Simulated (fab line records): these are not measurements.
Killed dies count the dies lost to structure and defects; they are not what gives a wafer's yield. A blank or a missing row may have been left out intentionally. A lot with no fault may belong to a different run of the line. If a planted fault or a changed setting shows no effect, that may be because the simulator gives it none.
Which tool did it?    flow sky130    14 lots with 42 wafers sampled at 3 steps, on a route of 708 steps

== WHAT THE GAUGES SHOWED, per wafer ==
SKY_POLY_CUT_OVL_MEAS_09. Usual: POLY_CUT_OVL gives 4 nm (standard deviation 4.9).
lot   measured      on          POLY_CUT_OVL (nm)  flag
L569  day 23 23:41  overlay-01  1 6 6              
L570  day 25 12:44  overlay-01  -7 -5 4            
L571  day 25 12:53  overlay-02  10 14 4            
L572  day 25 14:23  overlay-02  6 6 2              
L575  day 26 03:56  overlay-01  7 5 6              
L577  day 27 07:44  overlay-01  4 0 10             
L579  day 27 11:11  overlay-02  2 -3 4             
L581  day 28 11:08  overlay-02  8 10 10            
L587  day 30 07:08  overlay-01  -4 -7 -1           
L588  day 30 22:44  overlay-02  -1 0 1             
L589  day 31 11:56  overlay-02  8 5 3              
L590  day 32 07:38  overlay-02  9 4 10             
L592  day 33 00:08  overlay-02  3 0 4              
L591  day 33 02:32  overlay-02  3 4 2              

SKY_SD_P_OVL_MEAS_08. Usual: SD_P_OVL gives 0.5 nm (standard deviation 1.2).
lot   measured      on          SD_P_OVL (nm)  flag
L569  day 25 05:32  overlay-01  0.6 -0.7 -0.2  
L570  day 26 18:30  overlay-01  0.3 -0.5 1.4   
L571  day 26 18:36  overlay-01  0.9 -0.3 1.0   
L572  day 26 19:35  overlay-01  1.3 0.8 0.4    
L575  day 27 09:43  overlay-01  1.3 -0.9 0.6   
L577  day 28 11:32  overlay-02  0.7 -0.8 1.1   
L579  day 28 15:09  overlay-02  0.5 -1.1 0.6   
L581  day 29 15:50  overlay-02  1.4 2.7 1.7    
L587  day 31 10:42  overlay-02  3.5 1.6 1.1    
L588  day 32 02:29  overlay-02  0.6 0.5 -0.2   
L589  day 32 15:17  overlay-02  1.9 1.7 0.9    
L590  day 33 09:53  overlay-01  -0.8 0.4 -1.1  
L592  day 34 02:11  overlay-02  1.2 0.2 1.9    
L591  day 34 05:29  overlay-02  1.4 0.9 2.4    

== WHICH TOOL RAN EACH LOT (tool, then ch and the chambers of the sampled wafers, then the start) ==
lot   SKY_RES_PROTECT_PEB_05
L569  lithoTrack-01 ch 0, day 14 23:37
L570  lithoTrack-04 ch 0, day 16 02:59
L571  lithoTrack-04 ch 0, day 16 05:55
L572  lithoTrack-04 ch 0, day 16 07:58
L575  lithoTrack-02 ch 0, day 17 01:40
L577  lithoTrack-01 ch 0, day 18 03:35
L579  lithoTrack-04 ch 0, day 18 09:10
L581  lithoTrack-04 ch 0, day 19 10:29
L587  lithoTrack-02, day 21 11:07
L588  lithoTrack-01, day 22 00:55
L589  lithoTrack-04 ch 0, day 22 18:40
L590  lithoTrack-02 ch 0, day 23 15:58
L592  lithoTrack-04 ch 0, day 24 09:16
L591  lithoTrack-01 ch 0, day 24 11:46
- SKY_RES_PROTECT_PEB_05

== WHAT THE TOOLS THEMSELVES READ (means of the sampled wafers that have a number; where no wafer has one, the mark that the record gives instead) ==
SKY_RES_PROTECT_PEB_05. Usual: 44.9 Pa for exhaustPa, sd 0.94.
lot   tool           exhaustPa (Pa)  flag
L569  lithoTrack-01  45.4            
L570  lithoTrack-04  44.3            
L571  lithoTrack-04  44.5            
L572  lithoTrack-04  44.7            
L575  lithoTrack-02  44.4            
L577  lithoTrack-01  45.2            
L579  lithoTrack-04  43.9            
L581  lithoTrack-04  45.0            
L587  lithoTrack-02  -               OFF
L588  lithoTrack-01  -               OFF
L589  lithoTrack-04  43.1            
L590  lithoTrack-02  45.7            
L592  lithoTrack-04  45.4            
L591  lithoTrack-01  45.2            

== THE ANSWER, worked out from the rows above alone ==
Rule: lot off if the mean of its wafers having a number is beyond 3 standard deviations from the usual mean. Also off: a lot with no number at a reading for which 4 or more lots have one. The other lots that the step has rows for count as sound. The gauges are gone through in route order, then the tools' own readings, and for those a lot's mean is taken as printed above. At the first step where some lot is off, the reading lying furthest off is the one used; lots without a number count as furthest.
Off at SKY_RES_PROTECT_PEB_05 (exhaustPa): L587, L588. Without a number there: L587, L588.
A tool fits if, at that step or a process step before it, it ran every lot that is off, and no sound lot after the first of them. Of those tried, none fits.

== WHAT WAS PUT IN BY THE SIMULATOR ==
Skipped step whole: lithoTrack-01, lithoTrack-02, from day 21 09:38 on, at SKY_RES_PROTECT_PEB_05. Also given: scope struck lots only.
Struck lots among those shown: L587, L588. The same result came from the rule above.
